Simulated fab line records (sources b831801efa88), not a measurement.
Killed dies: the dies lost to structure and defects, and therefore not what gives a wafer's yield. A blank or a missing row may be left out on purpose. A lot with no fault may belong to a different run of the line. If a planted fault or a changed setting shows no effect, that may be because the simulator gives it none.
fab line records    flow sky130
record: lots: 14  wafers: 42  last_day: 50
route steps=708 shown LI_CONTACT@364 LOCAL_INTERCONNECT@395
lots that met no fault: from a run of the same line without faults
start_h: hours from the record's opening day to when the first of the lot's shown wafers began    wait_h: hours elapsed since this lot's preceding step    " as in the row above    L1.1+2: several wafers, shown together as one row    - value missing, or start not given    * or withheld: withheld    < > ~ a bound
route shown NAME@n: NAME is a module with steps in the file, n the number in the route of the first one    usual: mean/standard deviation of fault-free wafers    same: alike in all rows    chamber/n: place in a boat    sites: each site's reading    _std_site: the values' standard deviation    _edge_site: inner sites' mean taken away from outer sites' mean    radius_mm: for every site, how far away it sits from the centre of the wafer    mask NAME#n: copy n    behind: the tool/chamber that last shaped the wafer    hold: the reason the lot was held/the length of the hold in hours/how it ended    device: the transistor (n, p or np) that didn't switch    end of line: the tests these same wafers got at the end of their route    where a step has no rows: the recipe by itself    killed: dies lost to structure and defects at the first sort, not the wafer's yield    map: the dies of a wafer, with x for killed, . for not killed, _ for no die there
set.NAME: the setting the step ran with; set.NAME@STEP: the setting that earlier step ran with    model.NAME: the simulator's own value behind a step, which no gauge read
one table for each step of the route and one row for each wafer, over a sample of lots
services: when a tool's chamber went out of use (start_h, in hours from the record's first day, below 0 if earlier), for how many hours, and the reason
== steps ==
step: SKY_LI_CONTACT_CMP_02
recipe: material: PSG  down_force_psi: 4  platen_rpm: 60  pad_velocity_m_s: 0.94248
usual: edge_zone_pressure_frac: 1.000/0.0048  motor_current_A: 12.1/0.82  time_to_endpoint_s: 33.2/2.5
lot.wafer  tool    chamber  start_h  wait_h  edge_zone_pressure_frac  motor_current_A  time_to_endpoint_s
L651.4     cmp-01  3        648.23   0.1     0.999                    12.1             32.3
L651.6     "       1        "        "       0.997                    13.0             33.3
L651.5     "       2        "        "       1.000                    11.8             33.6
L653.1     cmp-02  1        661.30   0.1     0.999                    11.3             33.4
L653.4     "       0        "        "       0.999                    13.2             37.1
L653.5     "       1        "        "       1.009                    11.9             33.7
L654.3     cmp-01  1        673.15   0.1     1.004                    12.8             35.3
L654.1     "       2        "        "       1.004                    12.2             34.6
L654.5     "       0        "        "       1.005                    10.7             35.3
L655.4     cmp-02  2        678.66   0.1     0.996                    11.6             34.9
L655.2     "       0        "        "       0.995                    12.8             34.2
L655.6     "       2        "        "       0.993                    12.0             34.8
L656.4     cmp-02  1        695.86   0.2     1.001                    12.1             34.0
L656.2     "       3        "        "       1.001                    13.5             31.9
L656.6     "       0        "        "       1.006                    13.1             34.9
L658.4     cmp-01  3        716.03   0.1     1.004                    12.6             30.2
L658.5     "       2        "        "       1.007                    11.9             32.3
L658.6     "       3        "        "       0.997                    12.7             33.6
L657.1     cmp-02  1        719.48   0.2     1.007                    12.1             30.6
L657.6     "       2        "        "       1.006                    12.6             32.4
L657.5     "       3        "        "       1.002                    13.0             30.1
L660.4     cmp-02  3        731.48   0.0     0.993                    12.7             30.1
L660.3     "       1        "        "       0.997                    11.4             31.0
L660.5     "       3        "        "       0.994                    12.1             30.0
L662.3     cmp-01  0        739.46   0.1     1.004                    10.3             29.7
L662.2     "       2        "        "       0.996                    11.8             34.6
L662.5     "       0        "        "       1.001                    10.8             34.5
L663.2     cmp-01  0        751.26   0.0     0.988                    10.6             35.4
L663.1     "       1        "        "       1.008                    12.9             33.8
L663.6     "       0        "        "       0.992                    10.8             32.1
L664.2     cmp-01  2        757.21   0.1     0.999                    11.8             30.8
L664.4     "       3        "        "       0.999                    12.6             26.7
L664.5     "       1        "        "       1.005                    13.5             27.7
L666.4     cmp-01  2        773.06   0.0     0.999                    11.1             37.7
L666.3     "       3        "        "       1.000                    11.8             33.0
L666.6     "       3        "        "       1.000                    12.6             35.1
L667.2     cmp-02  3        776.98   0.1     1.008                    13.2             33.1
L667.4     "       0        "        "       0.994                    13.0             34.4
L667.6     "       3        "        "       1.001                    13.3             30.3
L670.1     cmp-02  2        803.20   0.1     0.995                    12.4             33.5
L670.4     "       3        "        "       1.004                    13.2             33.5
L670.6     "       3        "        "       0.998                    13.6             34.4
step: SKY_LI_CONTACT_BOW_MEAS_03
recipe: mode: bow
usual: LI_CONTACT_BOW: 55/6.2
lot.wafer  tool           chamber  start_h  wait_h  LI_CONTACT_BOW[um]
L651.4     film_metro-03  -        648.49   0.2     52
L651.5     "              -        "        "       48
L651.6     "              -        "        "       43
L653.1     film_metro-04  -        661.60   0.2     57
L653.4     "              -        "        "       62
L653.5     "              -        "        "       65
L654.1     film_metro-04  -        673.40   0.1     50
L654.3     "              -        "        "       61
L654.5     "              -        "        "       56
L655.2     film_metro-01  -        678.93   0.1     50
L655.4     "              -        "        "       53
L655.6     "              -        "        "       47
L656.2     film_metro-01  -        696.13   0.1     62
L656.4     "              -        "        "       62
L656.6     "              -        "        "       55
L658.4     film_metro-03  -        716.34   0.3     57
L658.5     "              -        "        "       53
L658.6     "              -        "        "       56
L657.1     film_metro-03  -        719.63   0.1     49
L657.5     "              -        "        "       59
L657.6     "              -        "        "       51
L660.3     film_metro-01  -        731.82   0.2     50
L660.4     "              -        "        "       50
L660.5     "              -        "        "       47
L662.2     film_metro-03  -        739.73   0.1     53
L662.3     "              -        "        "       44
L662.5     "              -        "        "       64
L663.1     film_metro-03  -        751.56   0.2     65
L663.2     "              -        "        "       51
L663.6     "              -        "        "       54
L664.2     film_metro-04  -        757.43   0.2     49
L664.4     "              -        "        "       46
L664.5     "              -        "        "       59
L666.3     film_metro-01  -        773.40   0.2     51
L666.4     "              -        "        "       60
L666.6     "              -        "        "       55
L667.2     film_metro-03  -        777.25   0.2     50
L667.4     "              -        "        "       45
L667.6     "              -        "        "       65
L670.1     film_metro-03  -        803.50   0.2     55
L670.4     "              -        "        "       46
L670.6     "              -        "        "       53
step: SKY_LI_CONTACT_CVD_21
recipe: material: W  target_thk_nm: 400  time_s: 120.56  temp_c: 400  pressure_torr: 40
usual: heater_power_w: 876/78
lot.wafer  tool      chamber  start_h  wait_h  heater_power_w
L651.4     cvd_w-02  0        677.51   0.1     757
L651.5     "         1        "        "       863
L651.6     "         0        "        "       738
L653.1     cvd_w-01  1        690.42   0.0     956
L653.4     "         1        "        "       957
L653.5     "         1        "        "       965
L654.1     cvd_w-01  1        701.72   0.0     952
L654.3     "         1        "        "       960
L654.5     "         1        "        "       953
L655.2     cvd_w-01  0        708.08   0.0     869
L655.4     "         0        "        "       859
L655.6     "         1        "        "       969
L656.2     cvd_w-02  1        724.55   0.0     876
L656.4     "         0        "        "       757
L656.6     "         0        "        "       763
L658.4     cvd_w-01  0        744.83   0.1     876
L658.5     "         0        "        "       877
L658.6     "         1        "        "       950
L657.1     cvd_w-01  0        748.73   0.0     869
L657.5     "         0        "        "       870
L657.6     "         1        "        "       944
L660.3     cvd_w-02  0        759.85   0.1     749
L660.4     "         0        "        "       751
L660.5     "         0        "        "       749
L662.2     cvd_w-01  1        767.35   0.0     960
L662.3     "         0        "        "       878
L662.5     "         1        "        "       980
L663.1     cvd_w-01  0        779.76   0.0     897
L663.2     "         1        "        "       970
L663.6     "         0        "        "       908
L664.2     cvd_w-01  0        784.73   0.0     874
L664.4     "         1        "        "       968
L664.5     "         1        "        "       996
L666.3     cvd_w-02  1        800.39   0.1     902
L666.4     "         0        "        "       763
L666.6     "         1        "        "       864
L667.2     cvd_w-01  1        804.48   0.0     969
L667.4     "         1        "        "       978
L667.6     "         1        "        "       965
L670.1     cvd_w-02  1        831.28   0.0     911
L670.4     "         0        "        "       732
L670.6     "         0        "        "       755
step: SKY_LOCAL_INTERCONNECT_EXPOSE_08
recipe: mask_id: LI1M  na: 0.8  source_shape: annular  sigma_inner: 0.55  sigma_outer: 0.85  target_cd_nm: 170  dose_mj: 28
usual: stage_vel_mm_s: 499.92/0.24
same: na: 0.8
lot.wafer  tool            chamber  start_h  wait_h  mask    stage_vel_mm_s
L651.4     krf_scanner-02  0        692.41   -       LI1M#0  500.02
L651.5     "               0        "        "       LI1M#0  499.91
L651.6     "               0        "        "       LI1M#0  500.05
L653.1     krf_scanner-01  0        705.54   -       LI1M#0  499.92
L653.4     "               0        "        "       LI1M#0  499.69
L653.5     "               0        "        "       LI1M#0  499.78
L654.1     krf_scanner-02  0        716.68   -       LI1M#0  500.36
L654.3     "               0        "        "       LI1M#0  500.40
L654.5     "               0        "        "       LI1M#0  499.67
L655.2     krf_scanner-01  0        723.43   -       LI1M#0  500.23
L655.4     "               0        "        "       LI1M#0  499.79
L655.6     "               0        "        "       LI1M#0  500.13
L656.2     krf_scanner-01  0        739.22   -       LI1M#0  499.95
L656.4     "               0        "        "       LI1M#0  499.64
L656.6     "               0        "        "       LI1M#0  499.90
L658.4     krf_scanner-02  0        759.50   -       LI1M#0  499.61
L658.5     "               0        "        "       LI1M#0  500.02
L658.6     "               0        "        "       LI1M#0  499.58
L657.1     krf_scanner-01  0        763.26   -       LI1M#0  499.32
L657.5     "               0        "        "       LI1M#0  499.59
L657.6     "               0        "        "       LI1M#0  499.26
L660.3     krf_scanner-02  0        774.80   -       LI1M#0  499.85
L660.4     "               0        "        "       LI1M#0  499.66
L660.5     "               0        "        "       LI1M#0  500.19
L662.2     krf_scanner-02  0        782.40   -       LI1M#0  499.83
L662.3     "               0        "        "       LI1M#0  499.77
L662.5     "               0        "        "       LI1M#0  499.93
L663.1     krf_scanner-01  0        794.34   -       LI1M#0  499.99
L663.2     "               0        "        "       LI1M#0  500.02
L663.6     "               0        "        "       LI1M#0  499.87
L664.2     krf_scanner-01  0        798.60   -       LI1M#0  500.26
L664.4     "               0        "        "       LI1M#0  499.98
L664.5     "               0        "        "       LI1M#0  500.13
L666.3     krf_scanner-01  0        815.33   -       LI1M#0  499.98
L666.4     "               0        "        "       LI1M#0  499.77
L666.6     "               0        "        "       LI1M#0  499.93
L667.2     krf_scanner-01  0        818.95   -       LI1M#0  499.42
L667.4     "               0        "        "       LI1M#0  499.90
L667.6     "               0        "        "       LI1M#0  499.62
L670.1     krf_scanner-02  0        845.55   -       LI1M#0  500.17
L670.4     "               0        "        "       LI1M#0  500.13
L670.6     "               0        "        "       LI1M#0  500.28
step: SKY_LOCAL_INTERCONNECT_CD_MEAS_11
recipe: target_cd_nm: 170
usual: cd_nm: 170.5/1.8
lot.wafer  tool       chamber  start_h  wait_h  cd_nm
L651.4     cd_sem-01  -        706.81   -       169.7
L651.5     "          -        "        "       171.1
L651.6     "          -        "        "       169.9
L653.1     cd_sem-02  -        719.76   -       169.7
L653.4     "          -        "        "       170.3
L653.5     "          -        "        "       168.6
L654.1     cd_sem-02  -        729.51   -       172.6
L654.3     "          -        "        "       172.5
L654.5     "          -        "        "       171.6
L655.2     cd_sem-02  -        737.45   -       170.9
L655.4     "          -        "        "       172.4
L655.6     "          -        "        "       171.6
L656.2     cd_sem-01  -        752.55   -       169.9
L656.4     "          -        "        "       170.4
L656.6     "          -        "        "       170.8
L658.4     cd_sem-01  -        772.64   -       172.9
L658.5     "          -        "        "       172.6
L658.6     "          -        "        "       172.0
L657.1     cd_sem-02  -        776.45   -       171.3
L657.5     "          -        "        "       171.1
L657.6     "          -        "        "       171.8
L660.3     cd_sem-01  -        787.89   -       169.3
L660.4     "          -        "        "       169.4
L660.5     "          -        "        "       169.4
L662.2     cd_sem-02  -        794.58   -       168.5
L662.3     "          -        "        "       170.4
L662.5     "          -        "        "       167.2
L663.1     cd_sem-01  -        807.15   -       172.0
L663.2     "          -        "        "       169.9
L663.6     "          -        "        "       170.1
L664.2     cd_sem-01  -        812.35   -       172.0
L664.4     "          -        "        "       170.7
L664.5     "          -        "        "       171.4
L666.3     cd_sem-02  -        828.74   -       169.6
L666.4     "          -        "        "       -
L666.6     "          -        "        "       -
L667.2     cd_sem-01  -        832.05   -       169.6
L667.4     "          -        "        "       -
L667.6     "          -        "        "       -
L670.1     cd_sem-02  -        858.07   -       172.7
L670.4     "          -        "        "       173.6
L670.6     "          -        "        "       172.1
step: SKY_LOCAL_INTERCONNECT_OVL_MEAS_12
usual: LOCAL_INTERCONNECT_OVL: -5/4.6
lot.wafer  tool        chamber  start_h  wait_h  LOCAL_INTERCONNECT_OVL[nm]
L651.4     overlay-01  -        706.89   0.1     -1
L651.5     "           -        "        "       -5
L651.6     "           -        "        "       -8
L653.1     overlay-02  -        719.88   0.1     -3
L653.4     "           -        "        "       -2
L653.5     "           -        "        "       -3
L654.1     overlay-02  -        729.63   0.1     -12
L654.3     "           -        "        "       -2
L654.5     "           -        "        "       -9
L655.2     overlay-02  -        737.58   0.1     -2
L655.4     "           -        "        "       7
L655.6     "           -        "        "       2
L656.2     overlay-02  -        752.66   0.1     -10
L656.4     "           -        "        "       -4
L656.6     "           -        "        "       -13
L658.4     overlay-02  -        772.72   0.1     0
L658.5     "           -        "        "       -8
L658.6     "           -        "        "       -3
L657.1     overlay-02  -        776.57   0.1     -3
L657.5     "           -        "        "       -10
L657.6     "           -        "        "       -10
L660.3     overlay-02  -        787.98   0.1     2
L660.4     "           -        "        "       0
L660.5     "           -        "        "       -7
L662.2     overlay-02  -        794.69   0.1     -9
L662.3     "           -        "        "       -8
L662.5     "           -        "        "       -9
L663.1     overlay-02  -        807.27   0.1     3
L663.2     "           -        "        "       -4
L663.6     "           -        "        "       -7
L664.2     overlay-02  -        812.48   0.1     -8
L664.4     "           -        "        "       -4
L664.5     "           -        "        "       -3
L666.3     overlay-02  -        828.83   0.1     -5
L666.4     "           -        "        "       -
L666.6     "           -        "        "       -
L667.2     overlay-02  -        832.16   0.1     -6
L667.4     "           -        "        "       -
L667.6     "           -        "        "       -
L670.1     overlay-02  -        858.19   0.1     -10
L670.4     "           -        "        "       -11
L670.6     "           -        "        "       -7
== services ==
tool            chamber  start_h  hours  kind
cmp-01          -        626.21   0.4    repair
cmp-02          -        635.60   6.3    repair
cmp-02          -        636.05   1.3    repair
krf_scanner-02  -        645.66   3.8    repair
cvd_w-02        0        645.72   5.9    repair
krf_scanner-02  -        649.50   0.8    pm
krf_scanner-01  -        650.25   1.0    pm
krf_scanner-01  -        660.01   0.8    repair
cmp-02          -        672.12   5.4    pm
krf_scanner-01  -        676.34   1.3    pm
cmp-01          -        680.20   9.4    repair
krf_scanner-01  -        685.60   0.8    pm
krf_scanner-02  -        693.21   1.0    pm
cmp-01          -        694.92   2.7    repair
krf_scanner-02  -        698.81   2.2    repair
cvd_w-01        1        709.58   18.8   repair
cmp-02          -        710.08   4.5    pm
krf_scanner-02  -        733.01   1.3    pm
cmp-01          -        744.00   4.0    pm
cmp-01          -        758.75   1.3    repair
krf_scanner-01  -        774.27   0.6    repair
krf_scanner-02  -        816.80   0.8    pm
krf_scanner-01  -        817.60   1.0    pm
krf_scanner-02  -        840.19   2.0    repair
== key ==
first_sign: step: SKY_LOCAL_INTERCONNECT_CD_MEAS_11  reading: cd_nm  direction: missing
effect: step: SKY_LOCAL_INTERCONNECT_OVL_MEAS_12  reading: LOCAL_INTERCONNECT_OVL  direction: missing
met_at SKY_LOCAL_INTERCONNECT_EXPOSE_08
struck_lots L666,L667
struck_wafers L666.4,L666.6,L667.4,L667.6
later_rows_left_out L666.4,L666.6,L667.4,L667.6
sort_left_out L666.4,L666.6,L667.4,L667.6
tester_left_out L666,L667
not_acting_at SKY_LI_CONTACT_CMP_02,SKY_LI_CONTACT_BOW_MEAS_03,SKY_LI_CONTACT_CVD_21
onset_between 798.60 815.33
fault: kind: process_parameter_drift  tool: krf_scanner-01  chamber: -  onset_h: 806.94  steps: SKY_LOCAL_INTERCONNECT_EXPOSE_08  channel: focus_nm  offset: 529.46  shape: step  end_h: 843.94  scope: struck_wafers_only
tester_left_out: of these lots the tester's yield and bins aren't shown, on N5 and GAA mostly nor the transistor test; their killed dies are dies lost to structure and defects alone, not to doping, threshold or leakage, so they don't give the yield
sort_left_out: the simulated sort isn't trusted on such a fault, so these wafers' sort isn't shown, and their yield isn't known
later_rows_left_out: the simulator's readings of these wafers behind a module that went badly wrong aren't trusted and aren't shown, but for the sort
